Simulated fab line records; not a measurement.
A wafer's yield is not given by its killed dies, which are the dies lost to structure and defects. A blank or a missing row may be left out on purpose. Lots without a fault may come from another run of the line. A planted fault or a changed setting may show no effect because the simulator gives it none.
fab line records -- flow sky130 -- part 2 of 2: steps 27 to 35 of 35
record lots=5, wafers=15, lastDay=49
route steps=708 shown LI_CONTACT@375 LOCAL_INTERCONNECT@387 CONTACT@406
lots that met no fault: from a run of the same line without faults
startH: hours from the record's first day to the start of the lot's first wafer shown -- waitH: hours elapsed since this lot's preceding step -- " unchanged from the row above -- L1.1+2: several wafers, shown together as one row -- - no value, or no start given -- * or withheld: withheld -- < > ~ a bound
route shown NAME@n: a module of which the file shows steps, and the number in the route of the first -- usual: mean and standard deviation over wafers with no fault -- same: alike in all rows -- chamber/n: place in a boat -- sites: the reading at each site -- _std_site: how widely they spread, as a standard deviation -- _edge_site: mean of outer sites minus mean of inner sites -- radiusMm: for every site, how far away it sits from the centre of the wafer -- mask NAME#n: copy n -- behind: the tool/chamber that last shaped the wafer -- hold: what put the lot on hold/how long, in hours/how the hold closed -- device: names the non-switching transistor (n, p or np) -- end of line: at the end of the route, the tests of the same wafers -- a step with no rows: only its recipe -- killed: not the wafer's yield, but the dies lost to structure and defects at the first sort -- map: a wafer's dies, x killed, . not, _ none there
set.NAME: the setting the step ran with; set.NAME@STEP: the setting that earlier step ran with -- model.NAME: the simulator's own value behind a step, which no gauge read
lots at some steps of the route; a table a step, a row a wafer
services: the hour from which a tool's chamber was out of use, counted from the record's first day as startH (under 0 if before that day), plus the number of hours and why
## steps
# step SKY_LOCAL_INTERCONNECT_METAL_ETCH_14
# recipe targetDepthNm=110, stopOn=PSG, chemistry=Cl2/BCl3, target=TiN, resistSidewallDeg=88, pressureMtorr=10, icpW=900, biasW=48.5, Cl2_flow_sccm=60, bcl3FlowSccm=30, timeS=31.4
# usual bcl3FlowSccm=29.98/0.081, drypumpMotorCurrentA=5.44/0.29, oesProductAu=0.943/0.0092, throttleValvePct=21.901/0.01
lot.wafer,tool,chamber,startH,waitH,bcl3FlowSccm,drypumpMotorCurrentA,oesProductAu,rfHoursCounterH,throttleValvePct
L080.1,rieMetal-03,0,751.88,0.0,30.12,5.56,0.938,6,21.918
L080.4,rieMetal-03,1,751.88,0.0,30.00,5.75,0.945,-,21.921
L080.5,rieMetal-03,0,751.88,0.0,30.07,5.57,0.950,-,21.911
L087.2,rieMetal-01,0,840.38,0.0,30.11,5.61,0.924,11,21.899
L087.4,rieMetal-01,0,840.38,0.0,29.98,5.62,0.935,-,21.916
L087.5,rieMetal-01,0,840.38,0.0,30.01,5.62,0.939,-,21.896
L088.3,rieMetal-03,0,840.75,0.0,30.07,5.56,0.943,-,21.892
L088.5,rieMetal-03,1,840.75,0.0,29.99,5.77,0.948,-,21.889
L088.6,rieMetal-03,0,840.75,0.0,29.91,5.56,0.930,-,21.898
L091.3,rieMetal-01,0,842.48,0.0,29.92,5.63,0.954,-,21.896
L091.5,rieMetal-01,0,842.48,0.0,29.91,5.63,0.953,-,21.896
L091.6,rieMetal-01,1,842.48,0.0,30.16,4.85,0.946,-,21.886
L092.1,rieMetal-03,0,845.33,0.0,30.04,5.57,0.940,9,21.912
L092.2,rieMetal-03,1,845.33,0.0,30.06,5.75,0.934,16,21.917
L092.6,rieMetal-03,1,845.33,0.0,29.95,5.82,0.933,-,21.915
# step SKY_LOCAL_INTERCONNECT_STRIP_15
# recipe chemistry=O2/N2, powerW=1400, pressureMtorr=1500, platenTempC=withheld, o2FlowSccm=3000, n2FlowSccm=300, overashFraction=0.5
# usual drypumpMotorCurrentA=6.0/0.47, oesProductAu=0.427/0.0051, stripTimeToEndpointS=4.731/0.027
lot.wafer,tool,chamber,startH,waitH,drypumpMotorCurrentA,oesProductAu,rfHoursCounterH,stripTimeToEndpointS
L080.1,plasmaAsher-03,1,751.93,0.0,5.7,0.429,90,4.739
L080.4,plasmaAsher-03,0,751.93,0.0,5.7,0.433,-,4.766
L080.5,plasmaAsher-03,1,751.93,0.0,5.7,0.424,-,4.764
L087.2,plasmaAsher-03,1,840.43,0.0,5.7,0.424,99,4.718
L087.4,plasmaAsher-03,0,840.43,0.0,5.7,0.434,-,4.702
L087.5,plasmaAsher-03,1,840.43,0.0,5.7,0.430,-,4.717
L088.3,plasmaAsher-02,1,840.81,0.1,5.8,0.425,-,4.747
L088.5,plasmaAsher-02,1,840.81,0.1,5.8,0.424,-,4.772
L088.6,plasmaAsher-02,0,840.81,0.1,6.8,0.431,-,4.735
L091.3,plasmaAsher-04,1,842.55,0.1,5.4,0.437,-,4.726
L091.5,plasmaAsher-04,1,842.55,0.1,5.4,0.421,-,4.733
L091.6,plasmaAsher-04,0,842.55,0.1,6.0,0.430,-,4.755
L092.1,plasmaAsher-03,0,845.38,0.0,5.7,0.426,100,4.715
L092.2,plasmaAsher-03,1,845.38,0.0,5.7,0.427,100,4.724
L092.6,plasmaAsher-03,0,845.38,0.0,5.7,0.425,-,4.728
# step SKY_LOCAL_INTERCONNECT_STRIP_16
# recipe chemistry=postEtchResidueRemover, timeS=1200, tempC=72.5
# usual tempC=72.48/0.13
lot.wafer,tool,chamber,startH,waitH,tempC
L080.1,wetBench-01,0,752.05,0.1,72.58
L080.4,wetBench-01,0,752.05,0.1,72.35
L080.5,wetBench-01,0,752.05,0.1,72.62
L087.2,wetBench-01,2,840.53,0.1,72.53
L087.4,wetBench-01,2,840.53,0.1,72.51
L087.5,wetBench-01,2,840.53,0.1,72.48
L088.3,wetBench-02,1,840.88,0.0,72.37
L088.5,wetBench-02,1,840.88,0.0,72.30
L088.6,wetBench-02,1,840.88,0.0,72.43
L091.3,wetBench-02,1,842.61,0.0,72.34
L091.5,wetBench-02,1,842.61,0.0,72.11
L091.6,wetBench-02,1,842.61,0.0,72.38
L092.1,wetBench-03,2,845.48,0.1,72.47
L092.2,wetBench-03,2,845.48,0.1,72.41
L092.6,wetBench-03,2,845.48,0.1,72.57
# step SKY_LOCAL_INTERCONNECT_CLEAN_17
# recipe chemistry=IPA, timeS=180, tempC=25
# usual tempC=25.00/0.11
lot.wafer,tool,chamber,startH,waitH,tempC
L080.1,wetBench-02,3,752.39,0.0,25.09
L080.4,wetBench-02,3,752.39,0.0,25.07
L080.5,wetBench-02,3,752.39,0.0,25.10
L087.2,wetBench-03,3,840.87,0.0,25.08
L087.4,wetBench-03,3,840.87,0.0,24.83
L087.5,wetBench-03,3,840.87,0.0,25.03
L088.3,wetBench-01,3,841.22,0.0,25.01
L088.5,wetBench-01,3,841.22,0.0,24.91
L088.6,wetBench-01,3,841.22,0.0,25.08
L091.3,wetBench-03,3,842.96,0.0,24.96
L091.5,wetBench-03,3,842.96,0.0,24.93
L091.6,wetBench-03,3,842.96,0.0,24.89
L092.1,wetBench-02,2,845.85,0.0,25.16
L092.2,wetBench-02,2,845.85,0.0,25.06
L092.6,wetBench-02,2,845.85,0.0,25.10
# step SKY_LOCAL_INTERCONNECT_CLEAN_18
# recipe chemistry=O3/DIW, dry=n2Spin
lot.wafer,tool,chamber,startH,waitH
L080.1+4+5,wetBench-01,3,752.45,0.0
L087.2+4+5,wetBench-01,2,840.93,0.0
L088.3+5+6,wetBench-02,0,841.28,0.0
L091.3+5+6,wetBench-02,2,843.02,0.0
L092.1+2+6,wetBench-01,3,845.91,0.0
# step SKY_CONTACT_CVD_00
# recipe material=Si3N4, targetThkNm=75, tempC=400, timeS=withheld, rfW=450
# usual heaterPowerW=714/110
lot.wafer,tool,chamber,startH,waitH,heaterPowerW
L080.1,pecvd-02,2,752.54,0.0,794
L080.4,pecvd-02,2,752.54,0.0,808
L080.5,pecvd-02,1,752.54,0.0,725
L087.2,pecvd-04,0,841.02,0.0,677
L087.4,pecvd-04,0,841.02,0.0,688
L087.5,pecvd-04,2,841.02,0.0,646
L088.3,pecvd-02,0,841.37,0.0,713
L088.5,pecvd-02,2,841.37,0.0,795
L088.6,pecvd-02,0,841.37,0.0,724
L091.3,pecvd-04,2,843.11,0.0,582
L091.5,pecvd-04,1,843.11,0.0,608
L091.6,pecvd-04,2,843.11,0.0,571
L092.1,pecvd-02,2,846.00,0.0,764
L092.2,pecvd-02,1,846.00,0.0,610
L092.6,pecvd-02,1,846.00,0.0,607
# step SKY_CONTACT_THK_MEAS_01
# recipe reads=Si3N4_of_CONTACT_CVD_00
# usual CONTACT_CVD_00_THK=75.0/1.2
lot.wafer,tool,chamber,startH,waitH,CONTACT_CVD_00_THK[nm]
L080.1,filmMetro-04,-,752.57,-,75.0
L080.4,filmMetro-04,-,752.57,-,75.6
L080.5,filmMetro-04,-,752.57,-,76.7
L087.2,filmMetro-01,-,841.06,-,75.7
L087.4,filmMetro-01,-,841.06,-,76.5
L087.5,filmMetro-01,-,841.06,-,74.9
L088.3,filmMetro-01,-,841.42,-,75.5
L088.5,filmMetro-01,-,841.42,-,74.6
L088.6,filmMetro-01,-,841.42,-,76.1
L091.3,filmMetro-01,-,843.16,-,71.9
L091.5,filmMetro-01,-,843.16,-,75.5
L091.6,filmMetro-01,-,843.16,-,74.5
L092.1,filmMetro-02,-,846.04,-,74.2
L092.2,filmMetro-02,-,846.04,-,73.1
L092.6,filmMetro-02,-,846.04,-,74.9
# step SKY_CONTACT_HDPCVD_02
# recipe material=SiO2, targetThkNm=565, sigmaOpenFrac=0.3, timeS=94.2, tempC=600, sih4FlowSccm=60, pressureMtorr=6
lot.wafer,tool,chamber,startH,waitH
L080.1+4+5,hdpcvd-01,"2,0,1",752.63,0.1
L087.2+4+5,hdpcvd-01,"0,0,1",841.11,0.0
L088.3+5+6,hdpcvd-02,"0,0,2",841.46,0.0
L091.3+5+6,hdpcvd-01,"1,0,1",843.21,0.0
L092.1+2+6,hdpcvd-01,"0,1,2",846.10,0.1
# step SKY_CONTACT_THK_MEAS_03
# recipe reads=SiO2_of_CONTACT_HDPCVD_02
# usual CONTACT_HDPCVD_THK=567/6.8
lot.wafer,tool,chamber,startH,waitH,CONTACT_HDPCVD_THK[nm]
L080.1,filmMetro-02,-,752.70,0.0,569
L080.4,filmMetro-02,-,752.70,0.0,578
L080.5,filmMetro-02,-,752.70,0.0,559
L087.2,filmMetro-04,-,841.19,0.0,569
L087.4,filmMetro-04,-,841.19,0.0,577
L087.5,filmMetro-04,-,841.19,0.0,563
L088.3,filmMetro-02,-,841.55,0.1,563
L088.5,filmMetro-02,-,841.55,0.1,571
L088.6,filmMetro-02,-,841.55,0.1,571
L091.3,filmMetro-02,-,843.29,0.1,556
L091.5,filmMetro-02,-,843.29,0.1,570
L091.6,filmMetro-02,-,843.29,0.1,559
L092.1,filmMetro-04,-,846.17,0.0,569
L092.2,filmMetro-04,-,846.17,0.0,557
L092.6,filmMetro-04,-,846.17,0.0,565
## services
tool,chamber,startH,hours,kind
rieMetal-01,-,705.46,1.4,pm
cmp-02,-,715.31,2.6,repair
cmp-02,-,715.46,1.0,repair
pvdSputter-01,-,718.03,0.7,repair
pvdSputter-01,-,721.14,5.0,repair
rieDiel-01,3,721.78,2.0,repair
cvdW-01,1,723.10,11.0,repair
krfScanner-02,-,733.20,3.4,repair
rieDiel-02,-,740.64,1.9,repair
cmp-02,-,741.31,1.4,repair
krfScanner-02,-,753.38,1.3,pm
cmp-02,-,756.86,1.4,repair
cmp-02,-,781.63,3.2,pm
rieMetal-01,-,789.26,0.3,repair
cmp-02,-,790.58,0.8,repair
krfScanner-02,-,797.18,0.8,pm
cmp-02,-,803.06,4.3,repair
rieDiel-01,0,803.69,9.1,repair
cmp-02,-,806.43,1.7,repair
rieDiel-02,2,807.58,5.8,repair
rieDiel-01,-,824.05,2.8,pm
krfScanner-02,-,838.36,1.0,pm
rieDiel-02,3,838.46,15.9,repair
krfScanner-02,-,840.86,4.0,pm
